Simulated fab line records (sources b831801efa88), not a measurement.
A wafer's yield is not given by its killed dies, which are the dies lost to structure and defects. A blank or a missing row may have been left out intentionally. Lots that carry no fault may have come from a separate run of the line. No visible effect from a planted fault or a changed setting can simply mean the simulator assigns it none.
Which tool did it? / flow gf180mcu / 12 lots with 36 wafers sampled at 5 steps, on a route of 602 steps

== WHAT EACH GAUGE READ, for each wafer ==
GF_V5_OVL_MEAS_15.
lot=L440; measured=day 28 17:49; on=overlay-02; V5_OVL (nm)=3 -8 8
lot=L441; measured=day 29 01:16; on=overlay-02; V5_OVL (nm)=1 -2 -2
lot=L444; measured=day 30 00:40; on=overlay-02; V5_OVL (nm)=2 -3 1
lot=L445; measured=day 30 06:04; on=overlay-02; V5_OVL (nm)=3 -2 -2
lot=L446; measured=day 30 15:55; on=overlay-01; V5_OVL (nm)=5 9 9
lot=L453; measured=day 32 10:25; on=overlay-02; V5_OVL (nm)=2 -1 0
lot=L454; measured=day 32 16:56; on=overlay-02; V5_OVL (nm)=-2 2 2
lot=L455; measured=day 32 20:19; on=overlay-02; V5_OVL (nm)=-2 -5 -3
lot=L456; measured=day 33 03:55; on=overlay-02; V5_OVL (nm)=-1 -1 -5
lot=L457; measured=day 33 09:37; on=overlay-01; V5_OVL (nm)=8 6 11
lot=L460; measured=day 33 23:58; on=overlay-02; V5_OVL (nm)=-6 -16 -8
lot=L461; measured=day 34 05:19; on=overlay-02; V5_OVL (nm)=2 5 -1

GF_TOP_METAL_OVL_MEAS_15.
lot=L440; measured=day 29 15:31; on=overlay-02; TOP_METAL_OVL (nm)=1.0 0.8 -0.8
lot=L441; measured=day 29 22:40; on=overlay-02; TOP_METAL_OVL (nm)=2.7 2.5 0.8
lot=L444; measured=day 30 21:13; on=overlay-02; TOP_METAL_OVL (nm)=-1.7 -1.5 -1.4
lot=L445; measured=day 31 02:13; on=overlay-02; TOP_METAL_OVL (nm)=1.6 1.2 0.3
lot=L446; measured=day 31 11:40; on=overlay-02; TOP_METAL_OVL (nm)=0.6 1.7 1.3
lot=L453; measured=day 33 04:48; on=overlay-02; TOP_METAL_OVL (nm)=7.1 6.7 7.7 6.7 6.7 6.8
lot=L454; measured=day 33 11:10; on=overlay-02; TOP_METAL_OVL (nm)=7.9 5.4 6.3 7.4 5.4 5.6
lot=L455; measured=day 33 14:31; on=overlay-01; TOP_METAL_OVL (nm)=1.6 0.0 0.9
lot=L456; measured=day 33 22:19; on=overlay-02; TOP_METAL_OVL (nm)=-0.2 -0.7 -1.5
lot=L457; measured=day 34 03:43; on=overlay-02; TOP_METAL_OVL (nm)=8.3 6.5 7.5 7.9 5.4 6.9
lot=L460; measured=day 34 17:04; on=overlay-02; TOP_METAL_OVL (nm)=8.6 7.6 8.4 7.8 7.3 7.7
lot=L461; measured=day 34 22:26; on=overlay-01; TOP_METAL_OVL (nm)=0.0 0.8 1.2

GF_PASSIVATION_THK_MEAS_03.
lot=L440; measured=day 29 16:47; on=film-metro-03; PASSIVATION_CVD_02_THK (nm)=688 685 698
lot=L441; measured=day 30 00:01; on=film-metro-03; PASSIVATION_CVD_02_THK (nm)=710 692 711
lot=L444; measured=day 30 22:25; on=film-metro-04; PASSIVATION_CVD_02_THK (nm)=689 689 704
lot=L445; measured=day 31 03:23; on=film-metro-02; PASSIVATION_CVD_02_THK (nm)=690 693 707
lot=L446; measured=day 31 13:01; on=film-metro-03; PASSIVATION_CVD_02_THK (nm)=704 704 706
lot=L453; measured=day 33 07:59; on=film-metro-02; PASSIVATION_CVD_02_THK (nm)=707 711 716
lot=L454; measured=day 33 15:02; on=film-metro-04; PASSIVATION_CVD_02_THK (nm)=698 713 699
lot=L455; measured=day 33 15:44; on=film-metro-03; PASSIVATION_CVD_02_THK (nm)=674 689 695
lot=L456; measured=day 33 23:29; on=film-metro-03; PASSIVATION_CVD_02_THK (nm)=694 701 709
lot=L457; measured=day 34 06:11; on=film-metro-04; PASSIVATION_CVD_02_THK (nm)=680 701 699
lot=L460; measured=day 35 01:00; on=film-metro-04; PASSIVATION_CVD_02_THK (nm)=683 696 696
lot=L461; measured=day 34 23:49; on=film-metro-03; PASSIVATION_CVD_02_THK (nm)=697 681 694

== TOOL THAT RAN EACH LOT (tool first, then ch and the chambers of the sampled wafers, then the start) ==
lot=L440; GF_M5_METAL_ETCH_10=rie-metal-01 ch 0, day 27 20:29; GF_TOP_METAL_EXPOSE_11=iline-stepper-02 ch 0, day 29 06:10
lot=L441; GF_M5_METAL_ETCH_10=rie-metal-02 ch 0,1, day 28 04:32; GF_TOP_METAL_EXPOSE_11=iline-stepper-01 ch 0, day 29 12:56
lot=L444; GF_M5_METAL_ETCH_10=rie-metal-01 ch 0,1, day 29 03:46; GF_TOP_METAL_EXPOSE_11=iline-stepper-02 ch 0, day 30 11:46
lot=L445; GF_M5_METAL_ETCH_10=rie-metal-04 ch 0,1, day 29 09:46; GF_TOP_METAL_EXPOSE_11=iline-stepper-02 ch 0, day 30 17:37
lot=L446; GF_M5_METAL_ETCH_10=rie-metal-02 ch 0,1, day 29 19:13; GF_TOP_METAL_EXPOSE_11=iline-stepper-01 ch 0, day 31 02:42
lot=L453; GF_M5_METAL_ETCH_10=rie-metal-01 ch 0,1, day 31 16:08; GF_TOP_METAL_EXPOSE_11=iline-stepper-01 ch 0, day 32 20:23
lot=L454; GF_M5_METAL_ETCH_10=rie-metal-04 ch 1, day 31 22:19; GF_TOP_METAL_EXPOSE_11=iline-stepper-01 ch 0, day 33 03:08
lot=L455; GF_M5_METAL_ETCH_10=rie-metal-02 ch 0,1, day 32 01:31; GF_TOP_METAL_EXPOSE_11=iline-stepper-02 ch 0, day 33 06:45
lot=L456; GF_M5_METAL_ETCH_10=rie-metal-01 ch 0,1, day 32 09:26; GF_TOP_METAL_EXPOSE_11=iline-stepper-02 ch 0, day 33 14:05
lot=L457; GF_M5_METAL_ETCH_10=rie-metal-02 ch 0,1, day 32 16:17; GF_TOP_METAL_EXPOSE_11=iline-stepper-01 ch 0, day 33 19:50
lot=L460; GF_M5_METAL_ETCH_10=rie-metal-04 ch 0,1, day 33 06:43; GF_TOP_METAL_EXPOSE_11=iline-stepper-01 ch 0, day 34 09:25
lot=L461; GF_M5_METAL_ETCH_10=rie-metal-01 ch 0,1, day 33 11:41; GF_TOP_METAL_EXPOSE_11=iline-stepper-02 ch 0, day 34 14:52
- GF_M5_METAL_ETCH_10: etches the open film in Cl2/BCl3, stops on SiO2, target depth 627.5 nm, time 104.6 s.
- GF_TOP_METAL_EXPOSE_11: exposes mask MetalTop, target cd 440 nm.

== AS READ BY THE TOOLS THEMSELVES (means over the sampled wafers that have a number; for cases with no such wafer, the mark the record gives instead) ==
GF_M5_METAL_ETCH_10.
lot=L440; tool=rie-metal-01; drypump-motor-current-A (A)=6.0; oes-product-au (a.u.)=0.971; throttle-valve-pct (%)=28.253
lot=L441; tool=rie-metal-02; drypump-motor-current-A (A)=5.2; oes-product-au (a.u.)=0.978; throttle-valve-pct (%)=28.245
lot=L444; tool=rie-metal-01; drypump-motor-current-A (A)=5.4; oes-product-au (a.u.)=0.974; throttle-valve-pct (%)=28.250
lot=L445; tool=rie-metal-04; drypump-motor-current-A (A)=6.1; oes-product-au (a.u.)=0.976; throttle-valve-pct (%)=28.243
lot=L446; tool=rie-metal-02; drypump-motor-current-A (A)=5.0; oes-product-au (a.u.)=0.973; throttle-valve-pct (%)=28.241
lot=L453; tool=rie-metal-01; drypump-motor-current-A (A)=5.5; oes-product-au (a.u.)=0.974; throttle-valve-pct (%)=28.240
lot=L454; tool=rie-metal-04; drypump-motor-current-A (A)=5.7; oes-product-au (a.u.)=0.975; throttle-valve-pct (%)=28.249
lot=L455; tool=rie-metal-02; drypump-motor-current-A (A)=5.0; oes-product-au (a.u.)=0.962; throttle-valve-pct (%)=28.254
lot=L456; tool=rie-metal-01; drypump-motor-current-A (A)=5.4; oes-product-au (a.u.)=0.980; throttle-valve-pct (%)=28.254
lot=L457; tool=rie-metal-02; drypump-motor-current-A (A)=5.0; oes-product-au (a.u.)=0.978; throttle-valve-pct (%)=28.245
lot=L460; tool=rie-metal-04; drypump-motor-current-A (A)=5.9; oes-product-au (a.u.)=0.972; throttle-valve-pct (%)=28.240
lot=L461; tool=rie-metal-01; drypump-motor-current-A (A)=5.7; oes-product-au (a.u.)=0.975; throttle-valve-pct (%)=28.252

== THE ANSWER, worked out from the rows above alone ==
Rule: the usual values come from the lots themselves. The widest of any qualifying gaps counts: lots, ordered by their means at a reading, are off when they make up no more than a third of the lots, leave a main group of 4 or more, and stand apart from it by 3 or more times the standard deviation of that group's means. Not used: any main group whose means are identical at the precision the tables above print for the reading. Also off: a lot with no number at a reading for which 4 or more lots have one. All remaining lots with rows at the step are treated as sound. Order of review: gauges by route order, followed by the tools' own readings, for which a lot's mean as printed above is used. At the first step where some lot is off, the reading lying furthest off is the one used; lots without a number count as furthest.
Off: L453, L454, L457, L460, at GF_TOP_METAL_OVL_MEAS_15 (TOP_METAL_OVL). For the main group the mean is 0.5 nm and the standard deviation 1.1.
If a tool, at a process step before that reading, ran all the lots that are off and no sound lot after the first of them, it fits. The gauges at GF_TOP_METAL_OVL_MEAS_15 are tried like those tools. One fits: iline-stepper-01 at GF_TOP_METAL_EXPOSE_11. Its last sound lot is L446 (day 31 02:42), its first lot that is off L453 (day 32 20:23): a fault that began between those two fits.

== WHAT WAS PUT IN BY THE SIMULATOR ==
Scanner matching overlay: iline-stepper-01, from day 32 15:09 on, at GF_TOP_METAL_EXPOSE_11. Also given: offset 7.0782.
Struck lots among those shown: L453, L454, L457, L460. Same finding as the rule above.
